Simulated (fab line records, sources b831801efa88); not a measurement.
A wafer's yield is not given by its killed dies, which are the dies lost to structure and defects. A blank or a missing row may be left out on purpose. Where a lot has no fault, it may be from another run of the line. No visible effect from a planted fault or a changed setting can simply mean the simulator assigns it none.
Tool commonality check / flow gf180mcu / Lots sampled 10, wafers sampled 30

## REASON IT WAS OPENED
2 of 10 lots carry a flag on the reading MIM_ALCU_RS at GF_MIM_RS_MEAS_10. Wafers without a fault read 0.1600 ohm/sq, standard deviation 0.0017.
Rule: flag the lot when none of its wafers has a number, or when each of its wafers that has one lies beyond 4 standard deviations from that mean. All remaining lots are regarded as sound.

lot=L161; measured=day 25 05:53; on=film_metro-04; MIM_ALCU_RS (ohm/sq), wafer by wafer=0.1599 0.1612 0.1589; flag=
lot=L163; measured=day 25 09:16; on=film_metro-04; MIM_ALCU_RS (ohm/sq), wafer by wafer=0.1575 0.1564 0.1587; flag=
lot=L164; measured=day 26 06:51; on=film_metro-03; MIM_ALCU_RS (ohm/sq), wafer by wafer=0.1629 0.1606 0.1610; flag=
lot=L166; measured=day 26 18:06; on=film_metro-04; MIM_ALCU_RS (ohm/sq), wafer by wafer=0.1610 0.1634 0.1613; flag=
lot=L167; measured=day 26 23:38; on=film_metro-03; MIM_ALCU_RS (ohm/sq), wafer by wafer=0.1589 0.1569 0.1583; flag=
lot=L170; measured=day 27 20:41; on=film_metro-01; MIM_ALCU_RS (ohm/sq), wafer by wafer=0.1579 0.1588 0.1604; flag=
lot=L171; measured=day 28 07:33; on=film_metro-01; MIM_ALCU_RS (ohm/sq), wafer by wafer=0.1615 0.1626 0.1610; flag=
lot=L174; measured=day 29 04:55; on=film_metro-04; MIM_ALCU_RS (ohm/sq), wafer by wafer=0.1583 0.1569 0.1590; flag=
lot=L181; measured=day 31 01:19; on=film_metro-04; MIM_ALCU_RS (ohm/sq), wafer by wafer=0.2080 0.2075 0.2048; flag=FLAGGED
lot=L182; measured=day 31 06:26; on=film_metro-01; MIM_ALCU_RS (ohm/sq), wafer by wafer=0.2083 0.2082 0.2093; flag=FLAGGED
The mean of the flagged lots' numbers is 0.2077 ohm/sq, +0.0477 ohm/sq from the usual (+28 standard deviations).

## TOOL THAT RAN EACH LOT
3 process steps preceding the reading are held in the record, out of 602 steps in the route. Read each cell as the tool, then ch plus the chambers that the sampled wafers visited, then the start.
lot=L161; flag=; GF_V4_ETCH_16=rie_diel-04 ch 0,1,2, day 25 04:07; GF_V4_CMP_26=cmp-01 ch 0,1,2, day 25 05:10; GF_MIM_SPUTTER_08=pvd_sputter-02, day 25 05:49
lot=L163; flag=; GF_V4_ETCH_16=rie_diel-04 ch 0,1,3, day 25 07:25; GF_V4_CMP_26=cmp-01 ch 0,3, day 25 08:30; GF_MIM_SPUTTER_08=pvd_sputter-02, day 25 09:10
lot=L164; flag=; GF_V4_ETCH_16=rie_diel-01 ch 1,2,3, day 26 05:01; GF_V4_CMP_26=cmp-01 ch 1,2, day 26 06:05; GF_MIM_SPUTTER_08=pvd_sputter-01, day 26 06:45
lot=L166; flag=; GF_V4_ETCH_16=rie_diel-01 ch 0,2,3, day 26 16:19; GF_V4_CMP_26=cmp-01 ch 2,3, day 26 17:26; GF_MIM_SPUTTER_08=pvd_sputter-04, day 26 18:03
lot=L167; flag=; GF_V4_ETCH_16=rie_diel-02 ch 0,1, day 26 21:52; GF_V4_CMP_26=cmp-01 ch 1,2, day 26 22:55; GF_MIM_SPUTTER_08=pvd_sputter-01, day 26 23:34
lot=L170; flag=; GF_V4_ETCH_16=rie_diel-04 ch 1,2, day 27 18:53; GF_V4_CMP_26=cmp-02 ch 1,2, day 27 19:59; GF_MIM_SPUTTER_08=pvd_sputter-02, day 27 20:35
lot=L171; flag=; GF_V4_ETCH_16=rie_diel-02 ch 0,1,2, day 28 05:44; GF_V4_CMP_26=cmp-01 ch 0,1,2, day 28 06:56; GF_MIM_SPUTTER_08=pvd_sputter-04, day 28 07:27
lot=L174; flag=; GF_V4_ETCH_16=rie_diel-02 ch 0,3, day 29 03:07; GF_V4_CMP_26=cmp-01 ch 1,3, day 29 04:14; GF_MIM_SPUTTER_08=pvd_sputter-01, day 29 04:51
lot=L181; flag=FLAGGED; GF_V4_ETCH_16=rie_diel-04 ch 1,2,3, day 30 23:31; GF_V4_CMP_26=cmp-01 ch 0,2,3, day 31 00:39; GF_MIM_SPUTTER_08=pvd_sputter-02, day 31 01:16
lot=L182; flag=FLAGGED; GF_V4_ETCH_16=rie_diel-01 ch 0,2,3, day 31 04:40; GF_V4_CMP_26=cmp-02 ch 0,1, day 31 05:43; GF_MIM_SPUTTER_08=pvd_sputter-02, day 31 06:23
What is done by these steps:
- GF_V4_ETCH_16: etches BARC in N2/H2.
- GF_V4_CMP_26: polishes, stops on SiO2, t overpolish 15 s, target thk 0 nm.
- GF_MIM_SPUTTER_08: material AlCu, target thk 200 nm, time 10.6 s.
- GF_MIM_RS_MEAS_10: measures by four-point-probe.

## FLAGGED AGAINST TOTAL, ONE TOOL AT A TIME (gauges that did the reading follow at the end)
step=GF_V4_ETCH_16; tool=rie_diel-01; lots run=3; flagged=1; share of the flagged lots=some; sound lots run after its first flagged lot=0
step=GF_V4_ETCH_16; tool=rie_diel-02; lots run=3; flagged=0; share of the flagged lots=none; sound lots run after its first flagged lot=-
step=GF_V4_ETCH_16; tool=rie_diel-04; lots run=4; flagged=1; share of the flagged lots=some; sound lots run after its first flagged lot=0
step=GF_V4_CMP_26; tool=cmp-01; lots run=8; flagged=1; share of the flagged lots=some; sound lots run after its first flagged lot=0
step=GF_V4_CMP_26; tool=cmp-02; lots run=2; flagged=1; share of the flagged lots=some; sound lots run after its first flagged lot=0
step=GF_MIM_SPUTTER_08; tool=pvd_sputter-01; lots run=3; flagged=0; share of the flagged lots=none; sound lots run after its first flagged lot=-
step=GF_MIM_SPUTTER_08; tool=pvd_sputter-02; lots run=5; flagged=2; share of the flagged lots=all; sound lots run after its first flagged lot=0
step=GF_MIM_SPUTTER_08; tool=pvd_sputter-04; lots run=2; flagged=0; share of the flagged lots=none; sound lots run after its first flagged lot=-
step=GF_MIM_RS_MEAS_10; tool=film_metro-01; lots run=3; flagged=1; share of the flagged lots=some; sound lots run after its first flagged lot=0
step=GF_MIM_RS_MEAS_10; tool=film_metro-03; lots run=2; flagged=0; share of the flagged lots=none; sound lots run after its first flagged lot=-
step=GF_MIM_RS_MEAS_10; tool=film_metro-04; lots run=5; flagged=1; share of the flagged lots=some; sound lots run after its first flagged lot=0

## THE TABLE: WHAT IT ALLOWS
All flagged lots share 1 row of the table, namely pvd_sputter-02 at GF_MIM_SPUTTER_08.
- pvd_sputter-02 at GF_MIM_SPUTTER_08: 2 of its 5 lots flagged. It ran its last sound lot, L170, at day 27 20:35 and its first flagged lot, L181, at day 31 01:16: a fault with its onset between the two fits.
One tool is left: pvd_sputter-02 at GF_MIM_SPUTTER_08.

## WHAT WAS PUT IN BY THE SIMULATOR
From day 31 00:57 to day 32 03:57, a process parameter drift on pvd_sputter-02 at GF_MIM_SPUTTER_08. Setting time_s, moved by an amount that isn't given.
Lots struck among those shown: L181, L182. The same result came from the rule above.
